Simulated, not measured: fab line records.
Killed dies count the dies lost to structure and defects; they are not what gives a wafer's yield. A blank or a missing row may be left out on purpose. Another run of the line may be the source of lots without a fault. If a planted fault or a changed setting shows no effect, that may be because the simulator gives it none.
Which tool was responsible? + flow sky130 + 12 lots, 36 wafers sampled, at 3 steps of a route of 708

## WHAT THE GAUGES READ, wafer by wafer
SKY_VIA3_RS_MEAS_22: a four-point-probe measurement.
| lot  | measured     | on            | VIA3_W_RS (ohm/sq) |
|------|--------------|---------------|--------------------|
| L912 | day 39 15:06 | film_metro-01 | 0.291 0.289 0.284  |
| L913 | day 39 15:27 | film_metro-03 | 0.299 0.288 0.291  |
| L914 | day 40 06:14 | film_metro-03 | 0.292 0.286 0.293  |
| L915 | day 40 10:49 | film_metro-02 | 0.292 0.288 0.291  |
| L918 | day 41 17:02 | film_metro-03 | 0.287 0.289 0.286  |
| L920 | day 42 07:35 | film_metro-01 | 0.296 0.295 0.289  |
| L919 | day 43 03:21 | film_metro-03 | 0.291 0.288 0.293  |
| L924 | day 43 11:36 | film_metro-03 | 0.291 0.284 0.295  |
| L928 | day 44 11:32 | film_metro-03 | 0.295 0.285 0.291  |
| L933 | day 45 12:50 | film_metro-03 | 0.292 0.295 0.291  |
| L934 | day 45 15:58 | film_metro-01 | 0.287 0.291 0.292  |
| L935 | day 46 04:38 | film_metro-01 | 0.288 0.290 0.293  |

## WHICH TOOL RAN EACH LOT (tool, then ch and the chambers of the sampled wafers, then the start)
| lot  | SKY_VIA3_CMP_02               | SKY_VIA3_CVD_21               |
|------|-------------------------------|-------------------------------|
| L912 | cmp-02 ch 2,3, day 38 13:14   | cvd_w-01 ch 0,1, day 39 14:59 |
| L913 | cmp-02 ch 0,1, day 38 13:59   | cvd_w-01 ch 0,1, day 39 15:20 |
| L914 | cmp-01 ch 1,2, day 39 05:06   | cvd_w-01 ch 0,1, day 40 06:07 |
| L915 | cmp-02 ch 0,2,3, day 39 09:39 | cvd_w-01 ch 0,1, day 40 10:40 |
| L918 | cmp-02 ch 0,2,3, day 40 16:17 | cvd_w-01 ch 1, day 41 16:54   |
| L920 | cmp-01 ch 0,2, day 41 06:44   | cvd_w-01 ch 0,1, day 42 07:27 |
| L919 | cmp-01 ch 0,1, day 42 02:07   | cvd_w-01 ch 0,1, day 43 03:14 |
| L924 | cmp-02 ch 1,2,3, day 42 11:24 | cvd_w-02 ch 0,1, day 43 11:29 |
| L928 | cmp-02 ch 0,1,3, day 43 12:29 | cvd_w-02 ch 0,1, day 44 11:24 |
| L933 | cmp-02 ch 1,2,3, day 44 13:36 | cvd_w-02 ch 0, day 45 12:43   |
| L934 | cmp-02 ch 0,1,3, day 44 16:44 | cvd_w-01 ch 0,1, day 45 15:49 |
| L935 | cmp-01 ch 2,3, day 45 05:09   | cvd_w-01 ch 0,1, day 46 04:30 |
- SKY_VIA3_CMP_02: polishes SiO2.
- SKY_VIA3_CVD_21: deposits W, target thk 390 nm, time 117.31 s.

## AS READ BY THE TOOLS THEMSELVES (means over the sampled wafers that have a number; for cases with no such wafer, the mark the record gives instead)
SKY_VIA3_CMP_02.
| lot  | tool   | motor_current_A (A) | slurry_filter_dp_kPa (kPa) |
|------|--------|---------------------|----------------------------|
| L912 | cmp-02 | 11.1                | 13.65                      |
| L913 | cmp-02 | 12.2                | 13.48                      |
| L914 | cmp-01 | 13.7                | 13.45                      |
| L915 | cmp-02 | 11.2                | 13.52                      |
| L918 | cmp-02 | 10.9                | 13.53                      |
| L920 | cmp-01 | 12.3                | 13.53                      |
| L919 | cmp-01 | 11.0                | 13.51                      |
| L924 | cmp-02 | 11.5                | 13.47                      |
| L928 | cmp-02 | 11.6                | 13.70                      |
| L933 | cmp-02 | 11.9                | 13.47                      |
| L934 | cmp-02 | 11.6                | 13.62                      |
| L935 | cmp-01 | 13.1                | 13.40                      |

SKY_VIA3_CVD_21.
| lot  | tool     | heater_power_w (W) |
|------|----------|--------------------|
| L912 | cvd_w-01 | 869                |
| L913 | cvd_w-01 | 923                |
| L914 | cvd_w-01 | 854                |
| L915 | cvd_w-01 | 869                |
| L918 | cvd_w-01 | 992                |
| L920 | cvd_w-01 | 861                |
| L919 | cvd_w-01 | 937                |
| L924 | cvd_w-02 | 988                |
| L928 | cvd_w-02 | 1009               |
| L933 | cvd_w-02 | 950                |
| L934 | cvd_w-01 | 867                |
| L935 | cvd_w-01 | 931                |

## THE ANSWER, worked out from the rows above alone
Rule: the usual values come from the lots themselves. Put in order of their means at a reading, lots are off if they are a third of the lots or fewer, leave a main group of 4 or more, and stand apart from it by a gap of 3 or more times the standard deviation of the main group's means; of several such gaps the widest counts. A main group is skipped when, at the precision printed for the reading in the tables above, its means are all equal. Also off: a lot with no number at a reading for which 4 or more lots have one. All remaining lots with rows at the step are treated as sound. Order of review: gauges by route order, followed by the tools' own readings, for which a lot's mean as printed above is used. The first step at which some lot is off is used, and at that step the reading that is off furthest; a lot without a number counts as furthest.
Nothing can be told from this: no lot is off at any reading shown.

## WHAT THE SIMULATOR HAD INSERTED
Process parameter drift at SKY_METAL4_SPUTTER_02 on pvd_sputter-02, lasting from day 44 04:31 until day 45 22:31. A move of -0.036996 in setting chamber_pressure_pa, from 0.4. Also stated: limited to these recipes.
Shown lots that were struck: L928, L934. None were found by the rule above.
